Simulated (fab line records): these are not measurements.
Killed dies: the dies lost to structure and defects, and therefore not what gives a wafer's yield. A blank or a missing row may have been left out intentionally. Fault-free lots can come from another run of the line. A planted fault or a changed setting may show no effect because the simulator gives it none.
Struck lot and sound lot, side by side	flow sky130	43 out of 708 route steps
Sound: the wafers L806.3, L806.4, L806.5. Struck: wafers L815.4, L815.5. (L815.2 of the same lot was not struck and is left out.) The cause comes at the end.
At each step with rows: each side's tool, then ch and its chambers, then its first start. Under that, the readings that differ: sound wafers	struck wafers	difference of the means	sigmas: that difference in standard deviations of wafers without a fault.
alike: a reading whose means differ by less than 2 such deviations, as well as words and numbers matching on both sides. not compared: withheld readings; readings where some wafer has no value; bounds like >300 that might hide an equal value; numbers whose values overlap and for which the record gives no deviation.
A row with sigmas, a row that says differs or no value, or rows on one side alone: a step with any of these is where the two part. When numbers do not overlap yet have no deviation, they are printed without sigmas and do not part them. A reading missing from all wafers of one side parts the sides only when that side holds two or more wafers.

first, 3 steps without rows for these wafers: SKY_SONOS_ONO_WET_ETCH_18 (etches Si3N4 in H3PO4, target depth 15 nm, time 172 s); SKY_GATE_OXIDE_CLEAN_00 (cleans in SC1/SC2, time 150 s); SKY_GATE_OXIDE_OXIDATION_01 (stabilise 600 s, purge 300 s, target thk 10.268 nm).
SKY_GATE_OXIDE_THK_MEAS_02:
  struck on filmMetro-01, day 15 20:31; sound on filmMetro-04, day 12 21:46
  alike: GATE_OXIDE_OXIDATION_00_THK
then, 7 steps without rows for these wafers: SKY_GATE_OXIDE_DEHYDRATE_03 (time 60 s); SKY_GATE_OXIDE_HMDS_04 (prime time 60 s); SKY_GATE_OXIDE_COAT_05 (resist thk 1140 nm); SKY_GATE_OXIDE_SOFTBAKE_06 (time 60 s); SKY_GATE_OXIDE_EXPOSE_07 (exposes mask LVOM, target cd 600 nm); SKY_GATE_OXIDE_PEB_08; SKY_GATE_OXIDE_DEVELOP_09 (develop time 60 s).
SKY_GATE_OXIDE_OVL_MEAS_10:
  struck on overlay-01, day 16 23:48; sound on overlay-01, day 13 21:20
  alike: GATE_OXIDE_OVL
SKY_GATE_OXIDE_IMPLANT_11:
  sound on implanter-02 ch 0, day 13 21:24; struck on implanter-04 ch 0, day 16 23:52
then, 1 step without rows for these wafers: SKY_GATE_OXIDE_WET_ETCH_12 (etches SiO2 in dHF, target depth 16.8 nm, time 336 s).
SKY_GATE_OXIDE_STRIP_13: strips in O2/N2.
  sound on plasmaAsher-02 ch 0,1, day 13 21:38; struck on plasmaAsher-02 ch 0, day 17 00:05
  alike: drypumpMotorCurrentA, oesProductAu, stripTimeToEndpointS
  not compared: rfHoursCounterH
SKY_GATE_OXIDE_TW_MEAS_14:
  struck on filmMetro-02, day 17 00:12; sound on filmMetro-04, day 13 21:43
  alike: GATE_OXIDE_TW
then, 3 steps without rows for these wafers: SKY_GATE_OXIDE_CLEAN_15 (cleans in SC1/SC2, time 150 s); SKY_GATE_OXIDE_OXIDATION_16 (stabilise 600 s, purge 300 s, target thk 3.57 nm); SKY_POLY_GATE_CVD_00 (deposits poly-Si, target thk 180 nm, time 720 s).
SKY_POLY_GATE_THK_MEAS_01:
  struck on filmMetro-02, day 17 03:39; sound on filmMetro-04, day 14 01:41
reading	sound	struck	difference	sigmas
POLY_GATE_CVD_00_THK (nm)	181.2 180.0 183.1	176.4 177.4	-4.5	-3
then, 8 steps without rows for these wafers: SKY_RES_PROTECT_DEHYDRATE_00 (time 60 s); SKY_RES_PROTECT_HMDS_01 (prime time 60 s); SKY_RES_PROTECT_COAT_02 (resist thk 1140 nm); SKY_RES_PROTECT_SOFTBAKE_03 (time 60 s); SKY_RES_PROTECT_EXPOSE_04 (exposes mask RPM, target cd 1270 nm); SKY_RES_PROTECT_PEB_05; SKY_RES_PROTECT_DEVELOP_06 (develop time 60 s); SKY_POLY_GATE_IMPLANT_02.
SKY_RES_PROTECT_STRIP_07: strips in O2/N2.
  sound on plasmaAsher-01 ch 0,1, day 15 02:57; struck on plasmaAsher-04 ch 0,1, day 18 09:29
  alike: drypumpMotorCurrentA, oesProductAu, stripTimeToEndpointS
  not compared: rfHoursCounterH
SKY_RES_PROTECT_TW_MEAS_08:
  struck on filmMetro-03, day 18 09:35; sound on filmMetro-04, day 15 03:02
reading	sound	struck	difference	sigmas
POLY_GATE_TW	4130 4142 4135	4048 4048	-88	-3
then, 2 steps without rows for these wafers: SKY_RES_PROTECT_CLEAN_09 (cleans in SC1/SC2, time 150 s); SKY_POLY_GATE_CVD_03 (deposits Si3N4 from DCS/NH3, target thk 75 nm, time 1290 s).
SKY_POLY_GATE_THK_MEAS_04:
  struck on filmMetro-04, day 18 12:32; sound on filmMetro-02, day 15 05:00
reading	sound	struck	difference	sigmas
POLY_GATE_CVD_03_THK (nm)	75.7 75.8 76.7	74.6 74.4	-1.6	-2
then, 8 steps without rows for these wafers: SKY_POLY_GATE_DEHYDRATE_05 (time 60 s); SKY_POLY_GATE_HMDS_06 (prime time 60 s); SKY_POLY_GATE_COAT_07 (resist thk 110 nm); SKY_POLY_GATE_COAT_08 (resist thk 450 nm); SKY_POLY_GATE_SOFTBAKE_09 (time 90 s); SKY_POLY_GATE_EXPOSE_10 (exposes mask P1M, target cd 150 nm); SKY_POLY_GATE_PEB_11; SKY_POLY_GATE_DEVELOP_12 (develop time 60 s).
SKY_POLY_GATE_CD_MEAS_13: the cd target is 150 nm.
  struck on cdSem-01, day 19 19:22; sound on cdSem-02, day 16 07:58
  alike: cdNm
-- here the record skips 28 days between the struck wafers' starts before and after, leaving off in module POLY_GATE and picking up in module PAD_OPEN (first step shown: number 708 of the route) --
SKY_PAD_OPEN_PROBE_99:
  struck on prober-01, day 48 05:00; sound on prober-02, day 45 20:16
reading	sound	struck	difference	sigmas
killedOpen	44 39 44	52 68	+18	+2
killedShort	46 36 38	28 25	-14	-2
model.etest.nfet_01v8.driveUaUmRange	12.87 7.858 16.44	18.26 21.33	+7.41	
model.etest.pfet_01v8.driveUaUmRange	8.915 8.593 7.383	13.36 12.22	+4.49	
model.etest.pfet_01v8_lvt.vtVRange	0.01769 0.01051 0.02232	0.1543 0.1648	+0.1427	
model.etest.pfet_01v8.vtVRange	0.01753 0.01385 0.01519	0.05249 0.0557	+0.03857	
model.etest.nfet_01v8.vtVRange	0.005344 0.01163 0.007251	0.02549 0.02237	+0.01586	
  alike: killed_at_M0_to_M3, killed_at_M4_up, killedAtContacts, killedAtFrontEnd, killedAtOther, killedDies

## WHERE THEY PART
At SKY_POLY_GATE_THK_MEAS_01 first; at SKY_PAD_OPEN_PROBE_99 last (within this record only).

WHY: what had been put in by the simulator
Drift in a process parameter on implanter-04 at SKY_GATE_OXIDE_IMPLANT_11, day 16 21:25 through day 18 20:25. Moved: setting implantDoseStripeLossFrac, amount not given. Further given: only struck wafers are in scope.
